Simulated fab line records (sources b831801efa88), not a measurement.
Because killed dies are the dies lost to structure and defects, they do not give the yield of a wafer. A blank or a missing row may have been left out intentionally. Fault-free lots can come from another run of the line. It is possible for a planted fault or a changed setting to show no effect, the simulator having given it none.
Split-lot study	flow sky130	on a route of 708 steps: 5 lots, 23 wafers read

ON THE SPLIT
At SKY_LI_CONTACT_EXPOSE_09 (exposes mask LICM1, target cd 170 nm), the setting dose mj was moved away from the recipe's 38 on 7 of the 23 wafers read, by -3.6% to +3.1%. All remaining wafers had this setting at the recipe value.

FROM THE SPLIT TO THE READING: what the file shows between them, 2 steps
- SKY_LI_CONTACT_PEB_10
- SKY_LI_CONTACT_DEVELOP_11: develop time 60 s

THE READING
At SKY_LI_CONTACT_CD_MEAS_12: cd nm in nanometres, against a target cd of 170 nm. Fault-free wafers of this fab line usually give 169.8 nm, standard deviation 1.4 nm.

wafer	tool, chamber at the split	dose mj as run	against the recipe	cd nm, nm	against lot-mates on the recipe
L075.1	krf scanner-02, 0	38	recipe	169.8	-
L075.2	krf scanner-02, 0	38	recipe	171.0	-
L075.3	krf scanner-02, 0	38	recipe	170.6	-
L075.4	krf scanner-02, 0	38	recipe	170.4	-
L075.6	krf scanner-02, 0	38	recipe	170.3	-
L077.2	krf scanner-02, 0	38	recipe	167.9	-
L077.3	krf scanner-02, 0	38	recipe	168.6	-
L077.5	krf scanner-02, 0	38	recipe	167.2	-
L079.1	krf scanner-01, 0	36.64	-3.6%	164.4	-6.0
L079.2	krf scanner-01, 0	38	recipe	170.5	-
L079.4	krf scanner-01, 0	36.64	-3.6%	163.9	-6.5
L079.5	krf scanner-01, 0	36.64	-3.6%	164.7	-5.7
L079.6	krf scanner-01, 0	38	recipe	170.3	-
L081.1	krf scanner-02, 0	37.12	-2.3%	165.7	-5.5
L081.2	krf scanner-02, 0	37.12	-2.3%	167.9	-3.3
L081.3	krf scanner-02, 0	38	recipe	170.9	-
L081.4	krf scanner-02, 0	38	recipe	171.5	-
L081.6	krf scanner-02, 0	38	recipe	171.1	-
L085.1	krf scanner-01, 0	38	recipe	169.5	-
L085.2	krf scanner-01, 0	39.18	+3.1%	175.8	+5.7
L085.4	krf scanner-01, 0	38	recipe	171.4	-
L085.5	krf scanner-01, 0	38	recipe	169.3	-
L085.6	krf scanner-01, 0	39.18	+3.1%	176.0	+5.9

FIT RESULTS
A straight line over all 23 wafers: cd nm changes by +1.66 nm for each +1% of dose mj; r = +0.93; the points scatter about the line by 1.1 nm.
The same after taking each lot's own level away (the mean of its wafers on the recipe; 23 wafers): +1.78 nm for each +1%; r = +0.98; scatter 0.62 nm.
The reading moves by 6.4 nm for the largest change in dose mj, on that fit.
The lots' own levels span 167.90 to 171.17 nm, that is 2.3 times the standard deviation above.
The two slopes are in agreement: the lot-to-lot level therefore moves the slope only a little.
Check: -6.42 nm against its lot-mates is what the line predicts for one of the wafers moved furthest among these (-3.6%) when that wafer is left out of the fit. Against them it came out at -6 nm.

OTHER SPLITS APPLIED TO THESE WAFERS
Note: prior to the reading, these wafers also went through further splits. Each is held against what the fit with the lots' levels taken away leaves over:
other split on the same wafers	wafers away from the commonest value	r with cd nm (lot level and that fit taken away)
SKY_LDD_HVP_COAT_02 spin rpm	4	-0.55
SKY_LDD_HVP_IMPLANT_08 dose cm2	11	-0.08
SKY_LDD_LDN_IMPLANT_09 energy kev	10	+0.11
SKY_POLY_CUT_COAT_03 spin rpm	8	-0.49
SKY_POLY_CUT_ETCH_10 ion energy ev	11	-0.07
SKY_SD_P_COAT_02 resist thk nm	5	-0.32
SKY_RES_XHIGH_SOFTBAKE_03 temp c	10	+0.10
SKY_SD_N_SOFTBAKE_03 temp c	6	-0.11
SKY_SD_N_EXPOSE_04 dose mj	8	+0.48

THE WHOLE CHAIN: every reading that the file lists as answering this split, in the file's order
step	what it does	reading	change (the file's fit)	r (the file's)
SKY_LI_CONTACT_CD_MEAS_12	target cd 170 nm	cd nm	+1.8 nm for each +1% of the setting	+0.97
SKY_LI_CONTACT_ETCH_14	etches BARC in N2/H2, stops on SiO2, time 45.9 s, target depth 60 nm	LI_CONTACT.cd nm (the simulator's own value, which no gauge read)	+1.84 nm for each +1% of the setting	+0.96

FILE'S OWN FIT
cd nm changes by +1.8 nm for each +1% of dose mj, r = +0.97.
